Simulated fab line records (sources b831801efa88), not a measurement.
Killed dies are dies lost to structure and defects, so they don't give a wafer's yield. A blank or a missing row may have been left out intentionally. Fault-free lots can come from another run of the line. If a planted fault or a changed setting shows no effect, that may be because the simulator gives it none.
What tool caused it? :: flow sky130 :: 36 wafers from 12 lots sampled at 3 of the route's 708 steps

WHAT THE GAUGES SHOWED, per wafer
SKY_VT_ADJUST_NCORE_CD_MEAS_07: target cd 380 nm.
lot: L709
measured: day 8 12:38
on: cd_sem-02
cd_nm (nm): 380 375 377

lot: L710
measured: day 8 14:46
on: cd_sem-02
cd_nm (nm): 384 386 381

lot: L711
measured: day 8 22:18
on: cd_sem-01
cd_nm (nm): 376 375 376

lot: L714
measured: day 9 19:13
on: cd_sem-02
cd_nm (nm): 376 378 380

lot: L715
measured: day 10 03:58
on: cd_sem-01
cd_nm (nm): 380 377 380

lot: L719
measured: day 11 15:58
on: cd_sem-01
cd_nm (nm): 371 372 375

lot: L718
measured: day 11 16:51
on: cd_sem-01
cd_nm (nm): 380 381 381

lot: L726
measured: day 13 12:01
on: cd_sem-01
cd_nm (nm): 383 383 385

lot: L728
measured: day 14 07:16
on: cd_sem-01
cd_nm (nm): 381 380 380

lot: L729
measured: day 14 09:20
on: cd_sem-02
cd_nm (nm): 382 383 380

lot: L730
measured: day 14 16:47
on: cd_sem-02
cd_nm (nm): 373 374 373

lot: L732
measured: day 15 08:59
on: cd_sem-01
cd_nm (nm): 378 381 378

WHICH TOOL RAN EACH LOT (tool, then ch and the chambers of the sampled wafers, then the start)
lot: L709
SKY_VT_ADJUST_HVTP_STRIP_10: plasma_asher-01 ch 0,1, day 6 01:34
SKY_VT_ADJUST_LVTN_STRIP_09: plasma_asher-03 ch 0,1, day 6 20:36

lot: L710
SKY_VT_ADJUST_HVTP_STRIP_10: plasma_asher-04 ch 0,1, day 6 03:49
SKY_VT_ADJUST_LVTN_STRIP_09: plasma_asher-03 ch 0,1, day 6 22:48

lot: L711
SKY_VT_ADJUST_HVTP_STRIP_10: plasma_asher-01 ch 0,1, day 6 10:30
SKY_VT_ADJUST_LVTN_STRIP_09: plasma_asher-04 ch 0,1, day 7 06:08

lot: L714
SKY_VT_ADJUST_HVTP_STRIP_10: plasma_asher-04 ch 0,1, day 7 05:16
SKY_VT_ADJUST_LVTN_STRIP_09: plasma_asher-04 ch 0,1, day 8 01:57

lot: L715
SKY_VT_ADJUST_HVTP_STRIP_10: plasma_asher-01 ch 0,1, day 7 12:37
SKY_VT_ADJUST_LVTN_STRIP_09: plasma_asher-03 ch 0,1, day 8 09:12

lot: L719
SKY_VT_ADJUST_HVTP_STRIP_10: plasma_asher-01 ch 1, day 8 20:40
SKY_VT_ADJUST_LVTN_STRIP_09: plasma_asher-04 ch 0,1, day 9 18:21

lot: L718
SKY_VT_ADJUST_HVTP_STRIP_10: plasma_asher-04 ch 0,1, day 8 20:55
SKY_VT_ADJUST_LVTN_STRIP_09: plasma_asher-02 ch 0,1, day 9 18:54

lot: L726
SKY_VT_ADJUST_HVTP_STRIP_10: plasma_asher-02 ch 0,1, day 10 12:04
SKY_VT_ADJUST_LVTN_STRIP_09: plasma_asher-03 ch 0,1, day 11 12:15

lot: L728
SKY_VT_ADJUST_HVTP_STRIP_10: plasma_asher-02 ch 0,1, day 11 05:04
SKY_VT_ADJUST_LVTN_STRIP_09: plasma_asher-04 ch 0,1, day 12 05:18

lot: L729
SKY_VT_ADJUST_HVTP_STRIP_10: plasma_asher-04 ch 0,1, day 11 07:27
SKY_VT_ADJUST_LVTN_STRIP_09: plasma_asher-04 ch 0,1, day 12 06:59

lot: L730
SKY_VT_ADJUST_HVTP_STRIP_10: plasma_asher-04 ch 0,1, day 11 13:53
SKY_VT_ADJUST_LVTN_STRIP_09: plasma_asher-02 ch 0,1, day 12 13:39

lot: L732
SKY_VT_ADJUST_HVTP_STRIP_10: plasma_asher-02 ch 1, day 12 04:28
SKY_VT_ADJUST_LVTN_STRIP_09: plasma_asher-04 ch 0,1, day 13 04:42
- SKY_VT_ADJUST_HVTP_STRIP_10: strips in O2/N2.
- SKY_VT_ADJUST_LVTN_STRIP_09: strips in O2/N2.

AS READ BY THE TOOLS THEMSELVES (means over the sampled wafers that have a number; for cases with no such wafer, the mark the record gives instead)
SKY_VT_ADJUST_HVTP_STRIP_10.
lot: L709
tool: plasma_asher-01
drypump_motor_current_A (A): 5.6
oes_product_au (a.u.): 0.716
strip_time_to_endpoint_s (s): 14.16

lot: L710
tool: plasma_asher-04
drypump_motor_current_A (A): 4.9
oes_product_au (a.u.): 0.716
strip_time_to_endpoint_s (s): 14.17

lot: L711
tool: plasma_asher-01
drypump_motor_current_A (A): 5.6
oes_product_au (a.u.): 0.717
strip_time_to_endpoint_s (s): 14.22

lot: L714
tool: plasma_asher-04
drypump_motor_current_A (A): 4.9
oes_product_au (a.u.): 0.719
strip_time_to_endpoint_s (s): 14.23

lot: L715
tool: plasma_asher-01
drypump_motor_current_A (A): 5.8
oes_product_au (a.u.): 0.713
strip_time_to_endpoint_s (s): 14.22

lot: L719
tool: plasma_asher-01
drypump_motor_current_A (A): 6.0
oes_product_au (a.u.): 0.716
strip_time_to_endpoint_s (s): 14.17

lot: L718
tool: plasma_asher-04
drypump_motor_current_A (A): 5.0
oes_product_au (a.u.): 0.715
strip_time_to_endpoint_s (s): 14.26

lot: L726
tool: plasma_asher-02
drypump_motor_current_A (A): 5.6
oes_product_au (a.u.): 0.721
strip_time_to_endpoint_s (s): 14.15

lot: L728
tool: plasma_asher-02
drypump_motor_current_A (A): 5.5
oes_product_au (a.u.): 0.715
strip_time_to_endpoint_s (s): 14.20

lot: L729
tool: plasma_asher-04
drypump_motor_current_A (A): 4.9
oes_product_au (a.u.): 0.713
strip_time_to_endpoint_s (s): 14.17

lot: L730
tool: plasma_asher-04
drypump_motor_current_A (A): 4.9
oes_product_au (a.u.): 0.713
strip_time_to_endpoint_s (s): 14.20

lot: L732
tool: plasma_asher-02
drypump_motor_current_A (A): 5.7
oes_product_au (a.u.): 0.719
strip_time_to_endpoint_s (s): 14.21

SKY_VT_ADJUST_LVTN_STRIP_09.
lot: L709
tool: plasma_asher-03
drypump_motor_current_A (A): 5.7
oes_product_au (a.u.): 0.722
strip_time_to_endpoint_s (s): 37.13

lot: L710
tool: plasma_asher-03
drypump_motor_current_A (A): 5.9
oes_product_au (a.u.): 0.722
strip_time_to_endpoint_s (s): 37.01

lot: L711
tool: plasma_asher-04
drypump_motor_current_A (A): 5.0
oes_product_au (a.u.): 0.726
strip_time_to_endpoint_s (s): 36.83

lot: L714
tool: plasma_asher-04
drypump_motor_current_A (A): 4.9
oes_product_au (a.u.): 0.719
strip_time_to_endpoint_s (s): 36.93

lot: L715
tool: plasma_asher-03
drypump_motor_current_A (A): 5.9
oes_product_au (a.u.): 0.724
strip_time_to_endpoint_s (s): 36.89

lot: L719
tool: plasma_asher-04
drypump_motor_current_A (A): 5.0
oes_product_au (a.u.): 0.719
strip_time_to_endpoint_s (s): 37.18

lot: L718
tool: plasma_asher-02
drypump_motor_current_A (A): 5.6
oes_product_au (a.u.): 0.724
strip_time_to_endpoint_s (s): 36.85

lot: L726
tool: plasma_asher-03
drypump_motor_current_A (A): 5.7
oes_product_au (a.u.): 0.724
strip_time_to_endpoint_s (s): 36.81

lot: L728
tool: plasma_asher-04
drypump_motor_current_A (A): 5.0
oes_product_au (a.u.): 0.723
strip_time_to_endpoint_s (s): 36.84

lot: L729
tool: plasma_asher-04
drypump_motor_current_A (A): 4.9
oes_product_au (a.u.): 0.721
strip_time_to_endpoint_s (s): 37.02

lot: L730
tool: plasma_asher-02
drypump_motor_current_A (A): 5.6
oes_product_au (a.u.): 0.720
strip_time_to_endpoint_s (s): 36.84

lot: L732
tool: plasma_asher-04
drypump_motor_current_A (A): 4.9
oes_product_au (a.u.): 0.723
strip_time_to_endpoint_s (s): 37.04

THE ANSWER, worked out from the rows above alone
Rule: usual is defined by the lots themselves. The widest of any qualifying gaps counts: lots, ordered by their means at a reading, are off when they make up no more than a third of the lots, leave a main group of 4 or more, and stand apart from it by 3 or more times the standard deviation of that group's means. The tables above print the reading to a certain number of digits; a main group whose means all agree to those digits is not used. Also off: a lot with no number at a reading for which 4 or more lots have one. Any other lot the step has rows for is counted as sound. First the gauges in route order, then the tools' own readings, where a lot's mean is used as printed above. At the first step where some lot is off, the reading lying furthest off is the one used; lots without a number count as furthest.
No lot is off on any of the readings shown, so nothing can be concluded from this.

WHAT HAD BEEN PUT IN BY THE SIMULATOR
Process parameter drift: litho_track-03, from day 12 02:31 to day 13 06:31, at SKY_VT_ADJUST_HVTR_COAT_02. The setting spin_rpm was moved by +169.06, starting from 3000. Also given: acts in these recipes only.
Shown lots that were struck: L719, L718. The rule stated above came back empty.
